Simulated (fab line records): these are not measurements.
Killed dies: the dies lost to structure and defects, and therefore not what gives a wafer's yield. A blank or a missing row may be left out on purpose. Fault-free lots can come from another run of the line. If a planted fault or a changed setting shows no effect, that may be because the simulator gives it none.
Comparing a struck lot with a sound one	flow gf180mcu	17 out of 602 route steps
Sound: these wafers, L400.1, L400.3, L400.4. Struck: wafer L413.6 (L413.2, L413.3, from the same lot, were not struck and are left out); the cause is given at the end.
Each step with rows lists, per side, the tool, then ch with its chambers, then its first start. Under that, the readings that differ: sound wafers	struck wafers	difference of the means	sigmas: that difference in standard deviations of wafers without a fault.
alike: same words and numbers on both sides, and readings whose means sit less than 2 such deviations apart. not compared: any withheld reading, any reading some wafer has no value for, any bound like >300 that may hide the same value, and any number with overlapping values for which the record gives no deviation.
Wherever a step has rows on one side only, a row that says differs or no value, or a row with sigmas, the two part there. Numbers that don't overlap but have no deviation are shown without sigmas and don't part them. Lack of a reading on every wafer of one side parts them only where that side has two or more wafers.

first, 4 steps without rows for these wafers: GF_M2_SOFTBAKE_10 (time 60 s); GF_M2_EXPOSE_11 (exposes mask Metal2, target cd 280 nm); GF_M2_PEB_12 (peb time 90 s); GF_M2_DEVELOP_13 (develop time 60 s).
GF_M2_CD_MEAS_14: target cd 280 nm.
  sound: cd sem-01 at day 19 04:56; struck: cd sem-01 at day 24 07:13
  alike: cd nm
GF_M2_OVL_MEAS_15:
  sound: overlay-01 at day 19 05:04; struck: overlay-01 at day 24 07:19
  alike: M2_OVL
GF_M2_METAL_ETCH_16: etches the open film in Cl2/BCl3, stops on SiO2, target depth 750.8 nm, time 125.1 s.
  sound on rie metal-04 ch 0,1, day 19 05:06; struck on rie metal-02 ch 0, day 24 07:21
  alike: bcl3 flow sccm, drypump motor current A, oes product au, throttle valve pct
  not compared: rf hours counter h
GF_M2_STRIP_17: strips in O2/N2.
  sound on plasma asher-02 ch 0,1, day 19 05:16; struck on plasma asher-04 ch 0, day 24 07:29
  alike: drypump motor current A, heater power w, oes product au, strip time to endpoint s
  not compared: rf hours counter h
then, 3 steps without rows for these wafers: GF_M2_STRIP_18 (strips in post etch residue remover, time 1200 s); GF_M2_CLEAN_19 (cleans in DIW); GF_V2_CVD_00 (deposits SiO2, target thk 600 nm, time 100 s).
GF_V2_THK_MEAS_01:
  sound: film metro-04 at day 19 05:53; struck: film metro-04 at day 24 08:05
  alike: V2_CVD_00_THK
GF_V2_CVD_02: deposits SiO2 from TEOS, target thk 850 nm, time 94.851 s.
  sound on pecvd-01 ch 0,1, day 19 05:56; struck on pecvd-02 ch 1, day 24 08:08
reading	sound	struck	difference	sigmas
heater power w (W)	525 684 407	803	+264	+2
model.SiO2_of_V2_CVD_02.thk nm (nm)	845.1 845.5 870.6	653.6	-200.1	
  alike: susceptor temp C
GF_V2_THK_MEAS_03:
  sound: film metro-01 at day 19 06:01; struck: film metro-02 at day 24 08:27
reading	sound	struck	difference	sigmas
V2_CVD_02_THK (nm)	845 845 870	653	-200	-18
  not compared: hold
GF_V2_CMP_04: polishes SiO2.
  sound on cmp-02 ch 1,2,3, day 19 06:04; struck on cmp-02 ch 3, day 24 10:01
reading	sound	struck	difference	sigmas
hold	- - -	await dispo/1.5h/release	no value on the sound wafers	
motor current A (A)	15.0 10.4 12.5	15.9	+3.3	+2
time to endpoint s (s)	79 77 83	8	-72	-17
  alike: platen rpm
GF_V2_BOW_MEAS_05:
  sound: film metro-02 at day 19 06:22; struck: film metro-04 at day 24 10:20
  alike: V2_BOW
-- the record jumps here: 9 days lie between the struck wafers' starts before and after (it left off in module V2 and takes up again in module PASSIVATION, whose first step shown is number 602 of the route) --
GF_PASSIVATION_PROBE_99:
  sound: prober-01 at day 29 00:03; struck: prober-01 at day 33 00:42
reading	sound	struck	difference	sigmas
model.etest.met3 comb.leak log10 a um	-12.09 -11.91 -12.02	-7.925	+4.082	

## WHERE THEY PART
Earliest at GF_V2_CVD_02; latest, in this record, at GF_V2_CMP_04. Later steps at which nothing parts them and some readings are alike: GF_V2_BOW_MEAS_05.

WHY: the cause the simulator had injected
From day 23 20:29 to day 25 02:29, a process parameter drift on pecvd-02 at GF_V2_CVD_02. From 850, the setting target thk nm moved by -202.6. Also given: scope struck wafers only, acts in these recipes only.
